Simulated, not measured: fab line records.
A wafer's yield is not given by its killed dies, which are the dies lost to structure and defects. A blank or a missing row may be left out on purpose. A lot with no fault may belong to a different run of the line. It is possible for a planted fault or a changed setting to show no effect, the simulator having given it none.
Problem report, 8D (eight disciplines) form, completed by code	flow gf180mcu	the parts of the form that need people (team, actions taken, sign-off) are left out

1. THE ISSUE
Across 3 wafers from 3 lots, MIM_ALCU_RS at GF_MIM_RS_MEAS_10 averages 0.1892 ohm/sq, while fault-free wafers read 0.1608 ohm/sq with a standard deviation of 0.002. That puts it +14 standard deviations away from the usual mean.
The step: measures by four-point-probe.
Earliest sighting: wafer L489.3 on film metro-03 at day 27 20:53. At this step, 33 wafers from 11 lots have a number in the record. By rule, "out" or "out of limits" means more than 4 standard deviations away from the usual mean. Any other wafer with a number is counted as sound.

2. WHAT IT IS, AND WHAT IT ISN'T
question	is	is not
which readings at this step	MIM_ALCU_RS	-
which lots	L489, L490, L491	L480, L483, L484, L497, L498, L499, L501, L502
which wafers of those lots	L489.3, L490.2, L491.5	L489.1, L489.4, L490.1, L490.3, L491.1, L491.4
read on which gauges	film metro-01, film metro-03	film metro-04
when	from day 27 20:53	up to then (11 sound wafers); but 19 sound wafers of L490, L491, L497, L498, L499, L501, L502 came after

3. SUSPECTS, AND WHAT RULES EACH OUT
Counting: any tool at a process step up to the reading remains a suspect provided it ran every lot that is out. Sound lots after the first of them don't rule it out here, since some wafers of a struck lot are sound.
- ruled out: the gauge at GF_MIM_RS_MEAS_10. Those wafers that are out were read across 2 gauges (film metro-01, film metro-03).
- pvd sputter-02 at GF_MIM_SPUTTER_08 (material AlCu, target thk 200 nm, time 10.6 s): kept. Ran every lot that is out, first one L489 (day 27 20:50); last sound lot up to then L483 (day 25 18:32). Out on those wafers are its own readings of cathode dc power W.
Left after counting: pvd sputter-02 at GF_MIM_SPUTTER_08.

4. THE CAUSE (what the simulator had put in)
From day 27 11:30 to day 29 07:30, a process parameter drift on pvd sputter-02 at GF_MIM_SPUTTER_08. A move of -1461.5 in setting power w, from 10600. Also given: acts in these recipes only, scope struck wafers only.
After counting, this tool was the only one left.

5. THE EFFECT CHAIN, in route order
Rows list readings where the struck wafers' mean (over those with a number) sits beyond 3 standard deviations from the usual. Readings are gone through only where the record gives a usual standard deviation; hours: the median, over the lots, of the time from a lot's start at the first step in this table giving one to that lot's start at this step; sigmas: the change measured in usual standard deviations.
hours	step	reading	usual	on struck wafers	change	sigmas
0	GF_MIM_SPUTTER_08	cathode dc power W	10600 W	9138	-1462	-99 or more
0	GF_MIM_RS_MEAS_10	MIM_ALCU_RS	0.1608 ohm/sq	0.1892	+0.0284	+14
0	GF_MIM_THK_MEAS_11	MIM_ALCU_THK	197.8 nm	170.0	-27.8	-11
19	GF_MIM_METAL_ETCH_19	oes product au	0.940 a.u.	0.888	-0.052	-8.1
19	GF_MIM_METAL_ETCH_19	throttle valve pct	28.285 %	28.342	+0.057	+5.2
It contains these process steps:
- GF_MIM_SPUTTER_08: material AlCu, target thk 200 nm, time 10.6 s.
- GF_MIM_METAL_ETCH_19: etches the open film in Cl2/BCl3, stops on Si3N4, target depth 324.5 nm, time 54.1 s.

6. HOW IT WOULD HAVE BEEN CAUGHT EARLIER
Counted from the fault's start at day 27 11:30, it took 9 hours until the first out-of-limits reading at a measuring or inspecting step in this record, taken at day 27 20:53.
The tool's own readings at GF_MIM_SPUTTER_08 were out on every struck wafer that the step has a row for (cathode dc power W): an alarm limit on them would have fired on the first of those.
Of the lots that are out (3), L490, L491 began GF_MIM_SPUTTER_08 on pvd sputter-02 after day 27 20:53. A hold on the tool at that time would have spared those 2.
